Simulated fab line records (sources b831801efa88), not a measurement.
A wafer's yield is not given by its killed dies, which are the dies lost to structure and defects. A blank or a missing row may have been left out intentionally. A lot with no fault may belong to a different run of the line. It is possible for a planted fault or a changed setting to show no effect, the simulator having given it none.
fab line records    flow sky130
record: lots: 5  wafers: 15  lastDay: 49
route steps=708 shown LOCAL_INTERCONNECT@394 CONTACT@406
lots with no fault: from the same line, run without faults
startH: start of the lot's first displayed wafer, in hours after the record's first day    waitH: hours since the lot's step before    " as in the row above    L1.1+2: a row that stands for several wafers    - value missing, or start not given    * or withheld: withheld    < > ~ a bound
route shown NAME@n: names a module that has steps shown in the file, with the first one's number in the route    usual: the fault-free wafers' mean and standard deviation    same: alike in all rows    chamber/n: place in a boat    sites: readings site by site    _std_site: standard deviation of those values    _edge_site: the outer-site mean with the inner-site mean subtracted    radiusMm: for every site, how far away it sits from the centre of the wafer    mask NAME#n: copy n    behind: the last tool/chamber to shape the wafer    hold: why the lot went on hold/how many hours it stayed there/how the hold came to an end    device: names the non-switching transistor (n, p or np)    end of line: the tests these same wafers got at the end of their route    a step with no rows: only its recipe    killed: count of dies lost to structure and defects at first sort (not the wafer's yield)    map: a wafer's dies, x killed, . not, _ none there
set.NAME: the run value of the setting; set.NAME@STEP: its run value at that earlier step    model.NAME: the simulator's own value behind a step, which no gauge read
lots at selected steps of the route; one table per step, one row per wafer
services: when a tool's chamber went out of use (startH, in hours from the record's first day, below 0 if earlier), for how many hours, and the reason
== steps ==
step: SKY_LOCAL_INTERCONNECT_SOFTBAKE_07
recipe: tempC: 100  timeS: 90  resist: KrF-thick
step: SKY_LOCAL_INTERCONNECT_EXPOSE_08
recipe: maskId: LI1M  na: 0.8  sourceShape: annular  sigmaInner: 0.55  sigmaOuter: 0.85  targetCdNm: 170  doseMj: 28
step: SKY_LOCAL_INTERCONNECT_PEB_09
recipe: pebTempC: withheld  pebTimeS: withheld  resist: KrF-thick
step: SKY_LOCAL_INTERCONNECT_DEVELOP_10
recipe: developTimeS: 60  resist: KrF-thick  devTempC: 21
step: SKY_LOCAL_INTERCONNECT_CD_MEAS_11
recipe: targetCdNm: 170
usual: cdNm: 170.1/1.4
lot.wafer  tool      chamber  startH  waitH  cdNm
L162.2     cdSem-01  -        700.84  -      170.5
L162.3     "         -        "       "      170.1
L162.6     "         -        "       "      168.4
L163.2     cdSem-01  -        717.93  -      172.0
L163.5     "         -        "       "      171.3
L163.6     "         -        "       "      172.1
L173.1     cdSem-02  -        797.46  -      170.0
L173.2     "         -        "       "      171.5
L173.6     "         -        "       "      170.8
L178.3     cdSem-02  -        832.05  -      170.7
L178.4     "         -        "       "      169.9
L178.6     "         -        "       "      170.4
L182.1     cdSem-01  -        863.87  -      170.5
L182.2     "         -        "       "      170.5
L182.6     "         -        "       "      171.4
step: SKY_LOCAL_INTERCONNECT_OVL_MEAS_12
usual: LOCAL_INTERCONNECT_OVL: -3/5.9
lot.wafer  tool        chamber  startH  waitH  LOCAL_INTERCONNECT_OVL[nm]
L162.2     overlay-02  -        700.95  0.1    1
L162.3     "           -        "       "      5
L162.6     "           -        "       "      4
L163.2     overlay-02  -        718.03  0.1    -3
L163.5     "           -        "       "      -3
L163.6     "           -        "       "      3
L173.1     overlay-02  -        797.58  0.1    0
L173.2     "           -        "       "      -3
L173.6     "           -        "       "      -1
L178.3     overlay-02  -        832.14  0.1    -6
L178.4     "           -        "       "      -7
L178.6     "           -        "       "      -3
L182.1     overlay-01  -        863.99  0.1    -4
L182.2     "           -        "       "      5
L182.6     "           -        "       "      -9
step: SKY_LOCAL_INTERCONNECT_ETCH_13
recipe: chemistry: N2/H2  target: BARC  ionEnergyEv: 200  biasW: 100  pressureMtorr: 30  n2FlowSccm: 100  h2FlowSccm: 200  icpW: 500  stopOn: SiO2  timeS: 45.9  targetDepthA: 600
usual: drypumpMotorCurrentA: 5.5/0.35  n2FlowSccm: 100.0/0.31  oesProductAu: 0.855/0.0043  throttleValvePct: 13.225/0.0087
lot.wafer  tool         chamber  startH  waitH  drypumpMotorCurrentA  n2FlowSccm  oesProductAu  rfHoursCounterH  throttleValvePct
L162.2     rieMetal-01  0        700.98  0.0    6.0                   100.7       0.861         9                13.224
L162.3     "            1        "       "      5.0                   100.4       0.849         -                13.216
L162.6     "            1        "       "      5.0                   100.7       0.858         -                13.228
L163.2     rieMetal-03  1        718.08  0.0    5.7                   100.1       0.852         -                13.238
L163.5     "            1        "       "      5.7                   100.0       0.852         -                13.227
L163.6     "            1        "       "      5.7                   100.5       0.856         -                13.230
L173.1     rieMetal-02  1        797.61  0.0    5.9                   99.9        0.855         1                13.219
L173.2     "            0        "       "      5.3                   99.8        0.851         15               13.230
L173.6     "            0        "       "      5.3                   100.0       0.850         -                13.224
L178.3     rieMetal-03  1        832.19  0.0    5.7                   100.1       0.854         -                13.227
L178.4     "            0        "       "      5.4                   100.2       0.849         -                13.213
L178.6     "            0        "       "      5.4                   99.6        0.854         -                13.225
L182.1     rieMetal-01  0        864.03  0.0    5.9                   99.6        0.861         17               13.222
L182.2     "            1        "       "      5.0                   99.9        0.857         10               13.223
L182.6     "            1        "       "      5.0                   99.8        0.857         -                13.221
step: SKY_LOCAL_INTERCONNECT_METAL_ETCH_14
recipe: targetDepthNm: 110  stopOn: PSG  chemistry: Cl2/BCl3  target: TiN  resistSidewallDeg: 88  pressureMtorr: 10  icpW: 900  biasW: 48.5  Cl2_flow_sccm: 60  bcl3FlowSccm: 30  timeS: 31.4
usual: drypumpMotorCurrentA: 5.5/0.34  oesProductAu: 0.942/0.0067  throttleValvePct: 21.900/0.0099
lot.wafer  tool         chamber  startH  waitH  drypumpMotorCurrentA  oesProductAu  rfHoursCounterH  throttleValvePct
L162.2     rieMetal-01  0        701.04  0.0    5.9                   0.946         9                21.900
L162.3     "            1        "       "      5.0                   0.945         -                21.901
L162.6     "            1        "       "      5.0                   0.937         -                21.892
L163.2     rieMetal-03  1        718.21  0.1    5.8                   0.939         -                21.897
L163.5     "            1        "       "      5.8                   0.939         -                21.910
L163.6     "            1        "       "      5.7                   0.938         -                21.884
L173.1     rieMetal-02  1        797.68  0.0    5.9                   0.935         1                21.898
L173.2     "            0        "       "      5.3                   0.944         15               21.884
L173.6     "            0        "       "      5.3                   0.935         -                21.910
L178.3     rieMetal-03  1        832.24  0.0    5.7                   0.952         -                21.882
L178.4     "            0        "       "      5.4                   0.951         -                21.893
L178.6     "            0        "       "      5.4                   0.947         -                21.893
L182.1     rieMetal-01  0        864.09  0.0    5.9                   0.940         17               21.919
L182.2     "            1        "       "      5.0                   0.933         10               21.909
L182.6     "            1        "       "      5.0                   0.942         -                21.883
step: SKY_LOCAL_INTERCONNECT_STRIP_15
recipe: chemistry: O2/N2  powerW: 1400  pressureMtorr: 1500  platenTempC: withheld  o2FlowSccm: 3000  n2FlowSccm: 300  overashFraction: 0.5
step: SKY_LOCAL_INTERCONNECT_STRIP_16
recipe: chemistry: postEtchResidueRemover  timeS: 1200  tempC: 72.5
step: SKY_LOCAL_INTERCONNECT_CLEAN_17
recipe: chemistry: IPA  timeS: 180  tempC: 25
step: SKY_LOCAL_INTERCONNECT_CLEAN_18
recipe: chemistry: O3/DIW  dry: n2Spin
step: SKY_CONTACT_CVD_00
recipe: material: Si3N4  targetThkNm: 75  tempC: 400  timeS: withheld  rfW: 450
usual: heaterPowerW: 719/94
lot.wafer  tool      chamber  startH  waitH  heaterPowerW  model.Si3N4_of_CONTACT_CVD_00.thkNm
L162.2     pecvd-01  1        701.68  0.0    694           74.68
L162.3     "         0        "       "      845           73.97
L162.6     "         1        "       "      706           75.4
L163.2     pecvd-02  2        718.90  0.0    692           74.67
L163.5     "         2        "       "      563           75.2
L163.6     "         1        "       "      718           75.11
L173.1     pecvd-02  1        798.33  0.0    842           60.49
L173.2     "         2        "       "      693           74.37
L173.6     "         2        "       "      705           75.01
L178.3     pecvd-04  2        832.89  0.0    729           75.78
L178.4     "         0        "       "      705           74.94
L178.6     "         2        "       "      716           75.14
L182.1     pecvd-01  1        864.74  0.0    742           73.98
L182.2     "         0        "       "      790           74.07
L182.6     "         1        "       "      757           74.97
step: SKY_CONTACT_THK_MEAS_01
recipe: reads: Si3N4_of_CONTACT_CVD_00
usual: CONTACT_CVD_00_THK: 74.9/0.9
lot.wafer  tool          chamber  startH  waitH  CONTACT_CVD_00_THK[nm]
L162.2     filmMetro-03  -        701.73  -      74.7
L162.3     "             -        "       "      74.0
L162.6     "             -        "       "      75.4
L163.2     filmMetro-03  -        718.95  -      74.6
L163.5     "             -        "       "      75.2
L163.6     "             -        "       "      75.1
L173.1     filmMetro-01  -        798.36  -      60.5
L173.2     "             -        "       "      74.5
L173.6     "             -        "       "      75.0
L178.3     filmMetro-01  -        832.95  -      75.9
L178.4     "             -        "       "      74.9
L178.6     "             -        "       "      75.1
L182.1     filmMetro-03  -        864.78  -      74.0
L182.2     "             -        "       "      74.0
L182.6     "             -        "       "      75.0
step: SKY_CONTACT_HDPCVD_02
recipe: material: SiO2  targetThkNm: 565  sigmaOpenFrac: 0.3  timeS: 94.2  tempC: 600  sih4FlowSccm: 60  pressureMtorr: 6
step: SKY_CONTACT_THK_MEAS_03
recipe: reads: SiO2_of_CONTACT_HDPCVD_02
usual: CONTACT_HDPCVD_THK: 564/6.4
lot.wafer  tool          chamber  startH  waitH  CONTACT_HDPCVD_THK[nm]
L162.2     filmMetro-01  -        701.89  0.1    567
L162.3     "             -        "       "      571
L162.6     "             -        "       "      562
L163.2     filmMetro-02  -        719.08  0.0    569
L163.5     "             -        "       "      565
L163.6     "             -        "       "      555
L173.1     filmMetro-03  -        798.49  0.0    574
L173.2     "             -        "       "      562
L173.6     "             -        "       "      567
L178.3     filmMetro-01  -        833.07  0.1    567
L178.4     "             -        "       "      572
L178.6     "             -        "       "      567
L182.1     filmMetro-02  -        864.90  0.0    574
L182.2     "             -        "       "      577
L182.6     "             -        "       "      582
step: SKY_CONTACT_CMP_04
recipe: material: SiO2  downForcePsi: 4  platenRpm: 60  padVelocityMS: 0.94248
step: SKY_CONTACT_BOW_MEAS_05
recipe: mode: bow
usual: CONTACT_BOW: 82/7.3
lot.wafer  tool          chamber  startH  waitH  CONTACT_BOW[um]
L162.2     filmMetro-03  -        702.26  0.2    85
L162.3     "             -        "       "      74
L162.6     "             -        "       "      78
L163.2     filmMetro-03  -        719.45  0.2    69
L163.5     "             -        "       "      77
L163.6     "             -        "       "      80
L173.1     filmMetro-01  -        798.85  0.2    84
L173.2     "             -        "       "      83
L173.6     "             -        "       "      80
L178.3     filmMetro-01  -        833.67  0.2    80
L178.4     "             -        "       "      65
L178.6     "             -        "       "      74
L182.1     filmMetro-03  -        865.50  0.2    77
L182.2     "             -        "       "      68
L182.6     "             -        "       "      91
step: SKY_CONTACT_DEHYDRATE_06
recipe: tempC: 200  timeS: 60
step: SKY_CONTACT_HMDS_07
recipe: primeTimeS: 60  primeTempC: 120
step: SKY_CONTACT_COAT_08
recipe: resist: BARC  tempC: withheld  timeS: withheld  spinRpm: 3000  resistThkNm: 60
step: SKY_CONTACT_COAT_09
recipe: resist: KrF-thick  spinRpm: 3000  resistThkNm: 450
step: SKY_CONTACT_SOFTBAKE_10
recipe: tempC: 100  timeS: 90  resist: KrF-thick
step: SKY_CONTACT_EXPOSE_11
recipe: maskId: CTM1  na: 0.8  sourceShape: annular  sigmaInner: 0.55  sigmaOuter: 0.85  targetCdNm: 170  doseMj: 38
step: SKY_CONTACT_PEB_12
recipe: pebTempC: withheld  pebTimeS: withheld  resist: KrF-thick
step: SKY_CONTACT_DEVELOP_13
recipe: developTimeS: 60  resist: KrF-thick  devTempC: 21
step: SKY_CONTACT_CD_MEAS_14
recipe: targetCdNm: 170
usual: cdNm: 170.5/1.6
lot.wafer  tool      chamber  startH  waitH  cdNm
L162.2     cdSem-01  -        730.30  -      169.4
L162.3     "         -        "       "      169.2
L162.6     "         -        "       "      170.8
L163.2     cdSem-02  -        746.89  -      169.6
L163.5     "         -        "       "      169.5
L163.6     "         -        "       "      168.2
L173.1     cdSem-02  -        825.22  -      168.8
L173.2     "         -        "       "      170.3
L173.6     "         -        "       "      170.0
L178.3     cdSem-02  -        860.46  -      167.9
L178.4     "         -        "       "      168.6
L178.6     "         -        "       "      168.6
L182.1     cdSem-01  -        891.58  -      168.9
L182.2     "         -        "       "      168.6
L182.6     "         -        "       "      169.1
step: SKY_CONTACT_OVL_MEAS_15
usual: CONTACT_OVL: -2/5
lot.wafer  tool        chamber  startH  waitH  CONTACT_OVL[nm]
L162.2     overlay-02  -        730.41  0.1    -2
L162.3     "           -        "       "      1
L162.6     "           -        "       "      -3
L163.2     overlay-01  -        747.00  0.1    -1
L163.5     "           -        "       "      -11
L163.6     "           -        "       "      1
L173.1     overlay-02  -        825.34  0.1    4
L173.2     "           -        "       "      1
L173.6     "           -        "       "      -2
L178.3     overlay-02  -        860.55  0.1    2
L178.4     "           -        "       "      -4
L178.6     "           -        "       "      -2
L182.1     overlay-02  -        891.70  0.1    6
L182.2     "           -        "       "      -7
L182.6     "           -        "       "      -5
step: SKY_CONTACT_ETCH_16
recipe: chemistry: N2/H2  target: BARC  ionEnergyEv: 200  sourceW: 500  biasW: 100  pressureMtorr: 30  n2FlowSccm: 100  h2FlowSccm: 200  stopOn: SiO2  timeS: 45.9  targetDepthA: 600
usual: drypumpMotorCurrentA: 5.6/0.43  n2FlowSccm: 99.97/0.29  oesProductAu: 0.854/0.0046  throttleValvePct: 13.225/0.0086
lot.wafer  tool        chamber  startH  waitH  drypumpMotorCurrentA  n2FlowSccm  oesProductAu  rfHoursCounterH  throttleValvePct
L162.2     rieDiel-03  3        730.44  0.0    5.6                   99.97       0.852         6                13.212
L162.3     "           2        "       "      6.2                   99.90       0.853         10               13.238
L162.6     "           2        "       "      6.2                   99.95       0.860         -                13.226
L163.2     rieDiel-02  3        747.03  0.0    5.9                   99.52       0.848         31               13.217
L163.5     "           2        "       "      5.3                   100.27      0.863         -                13.236
L163.6     "           3        "       "      5.9                   99.85       0.860         -                13.222
L173.1     rieDiel-02  0        825.38  0.0    5.1                   100.03      0.852         8                13.228
L173.2     "           1        "       "      5.5                   100.25      0.850         11               13.210
L173.6     "           0        "       "      5.1                   99.72       0.844         -                13.222
L178.3     rieDiel-03  2        860.58  0.0    6.2                   99.72       0.861         15               13.242
L178.4     "           3        "       "      5.7                   100.49      0.849         10               13.219
L178.6     "           0        "       "      6.2                   99.60       0.858         -                13.229
L182.1     rieDiel-04  1        891.74  0.0    5.4                   99.78       0.853         15               13.237
L182.2     "           0        "       "      5.1                   100.18      0.849         9                13.232
L182.6     "           3        "       "      6.3                   99.84       0.850         -                13.210
step: SKY_CONTACT_ETCH_17
recipe: target: SiO2  chemistry: C4F8/O2/Ar  stopOn: Si3N4  maskMaterial: KrF-thick  sourceW: 1500  biasW: 1200  pressureMtorr: 40  c4f8FlowSccm: withheld  O2_flow_sccm: 6  Ar_flow_sccm: 300  timeS: withheld  targetDepthA: 3400
usual: oesProductAu: 0.894/0.0055
lot.wafer  tool        chamber  startH  waitH  oesProductAu
L162.2     rieDiel-03  3        730.48  0.0    0.894
L162.3     "           2        "       "      0.900
L162.6     "           2        "       "      0.893
L163.2     rieDiel-02  3        747.07  0.0    0.889
L163.5     "           2        "       "      0.888
L163.6     "           3        "       "      0.890
L173.1     rieDiel-02  0        825.42  0.0    0.892
L173.2     "           1        "       "      0.897
L173.6     "           0        "       "      0.900
L178.3     rieDiel-03  2        860.62  0.0    0.900
L178.4     "           3        "       "      0.894
L178.6     "           0        "       "      0.892
L182.1     rieDiel-04  1        891.78  0.0    0.895
L182.2     "           0        "       "      0.892
L182.6     "           3        "       "      0.886
step: SKY_CONTACT_ETCH_18
recipe: target: Si3N4  chemistry: CHF3/O2  stopOn: TiN  sourceW: 600  biasW: 200  pressureMtorr: 40  chf3FlowSccm: 50  O2_flow_sccm: 5  timeS: 39  targetDepthA: 750
usual: drypumpMotorCurrentA: 5.6/0.44  oesProductAu: 0.854/0.0073  throttleValvePct: 8.793/0.0094
lot.wafer  tool        chamber  startH  waitH  drypumpMotorCurrentA  oesProductAu  rfHoursCounterH  throttleValvePct  model.etch.depthNm
L162.2     rieDiel-03  3        -       -      5.6                   0.853         6                8.805             74.68
L162.3     "           2        "       "      6.2                   0.853         11               8.791             73.97
L162.6     "           2        "       "      6.3                   0.861         -                8.781             75.4
L163.2     rieDiel-02  3        -       -      5.9                   0.850         31               8.800             74.67
L163.5     "           2        "       "      5.3                   0.856         -                8.791             75.2
L163.6     "           3        "       "      5.9                   0.856         -                8.787             75.11
L173.1     rieDiel-02  0        -       -      5.1                   0.758         9                8.777             60.49
L173.2     "           1        "       "      5.5                   0.845         11               8.804             74.37
L173.6     "           0        "       "      5.1                   0.849         -                8.782             75.01
L178.3     rieDiel-03  2        -       -      6.2                   0.866         15               8.796             75.78
L178.4     "           3        "       "      5.6                   0.846         10               8.805             74.94
L178.6     "           0        "       "      6.2                   0.860         -                8.788             75.14
L182.1     rieDiel-04  1        -       -      5.4                   0.844         15               8.804             73.98
L182.2     "           0        "       "      5.1                   0.849         9                8.797             74.07
L182.6     "           3        "       "      6.3                   0.859         -                8.785             74.97
step: SKY_CONTACT_STRIP_19
recipe: chemistry: O2/N2  powerW: 1400  pressureMtorr: 1500  platenTempC: withheld  o2FlowSccm: 3000  n2FlowSccm: 300  overashFraction: 0.5
usual: drypumpMotorCurrentA: 5.4/0.4  n2FlowSccm: 300.0/0.82  oesProductAu: 0.380/0.0045  stripTimeToEndpointS: 3.613/0.029
lot.wafer  tool            chamber  startH  waitH  drypumpMotorCurrentA  n2FlowSccm  oesProductAu  rfHoursCounterH  stripTimeToEndpointS
L162.2     plasmaAsher-01  0        730.57  -      4.9                   299.1       0.382         107              3.573
L162.3     "               1        "       "      5.1                   298.9       0.383         -                3.594
L162.6     "               0        "       "      4.9                   300.6       0.376         -                3.574
L163.2     plasmaAsher-02  0        747.16  -      6.2                   300.4       0.371         33               3.554
L163.5     "               1        "       "      5.6                   299.5       0.384         -                3.610
L163.6     "               0        "       "      6.3                   301.1       0.389         -                3.569
L173.1     plasmaAsher-02  1        825.51  -      5.6                   300.5       0.383         40               3.612
L173.2     "               0        "       "      6.3                   299.2       0.379         40               3.604
L173.6     "               1        "       "      5.6                   300.4       0.376         -                3.566
L178.3     plasmaAsher-03  0        860.74  -      5.5                   300.7       0.384         -                3.639
L178.4     "               1        "       "      5.3                   299.1       0.381         -                3.639
L178.6     "               1        "       "      5.3                   298.5       0.377         -                3.586
L182.1     plasmaAsher-01  0        891.87  -      4.9                   300.1       0.385         15               3.604
L182.2     "               1        "       "      5.2                   299.8       0.388         15               3.604
L182.6     "               0        "       "      4.9                   299.9       0.377         -                3.595
== services ==
tool            chamber  startH  hours  kind
rieMetal-02     -        681.79  0.8    repair
rieMetal-03     -        690.21  2.8    pm
rieDiel-03      2        693.62  4.0    repair
rieDiel-02      2        701.84  1.4    repair
rieMetal-03     -        703.11  14.6   pm
rieDiel-03      2        708.98  8.7    repair
rieDiel-02      1        714.80  10.3   repair
pecvd-02        0        719.21  6.3    repair
pecvd-01        -        726.82  6.0    pm
rieMetal-03     -        728.13  1.4    pm
plasmaAsher-01  -        733.75  9.0    pm
rieMetal-02     1        734.14  8.5    repair
rieMetal-01     -        745.47  2.8    pm
rieMetal-01     -        750.60  14.6   pm
plasmaAsher-01  -        750.62  2.0    repair
rieDiel-02      1        763.69  6.1    repair
pecvd-02        1        768.85  3.4    repair
rieMetal-03     -        777.08  0.6    repair
rieMetal-01     1        792.16  46.6   repair
rieDiel-02      -        797.48  0.2    repair
rieDiel-03      1        804.36  6.8    repair
rieDiel-04      -        830.94  2.5    repair
rieDiel-03      2        865.36  5.0    repair
rieDiel-04      2        887.62  5.8    repair
== key ==
firstSign: step: SKY_CONTACT_THK_MEAS_01  reading: CONTACT_CVD_00_THK  direction: down  sigmas: 16  usual: 74.9  struck: 60.5
effect: step: SKY_CONTACT_ETCH_18  reading: oesProductAu  direction: down  sigmas: 13  usual: 0.854  struck: 0.758
modelEffect: step: SKY_CONTACT_CVD_00  value: Si3N4_of_CONTACT_CVD_00.thkNm  without: 72.79  struck: 60.49
modelEffect: step: SKY_CONTACT_ETCH_18  value: etch.depthNm  without: 72.79  struck: 60.49
metAt SKY_CONTACT_CVD_00
struckWafers L173.1
testerLeftOut L173
onsetBetween 718.90 798.33
fault: kind: processParameterDrift  tool: pecvd-02  chamber: 1  onsetH: 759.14  steps: SKY_CONTACT_CVD_00  channel: timeS  offset: withheld  shape: step  endH: 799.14  actsIn: *
testerLeftOut: of these lots the tester's yield and bins aren't shown, on N5 and GAA mostly nor the transistor test; their killed dies are dies lost to structure and defects alone, not to doping, threshold or leakage, so they don't give the yield
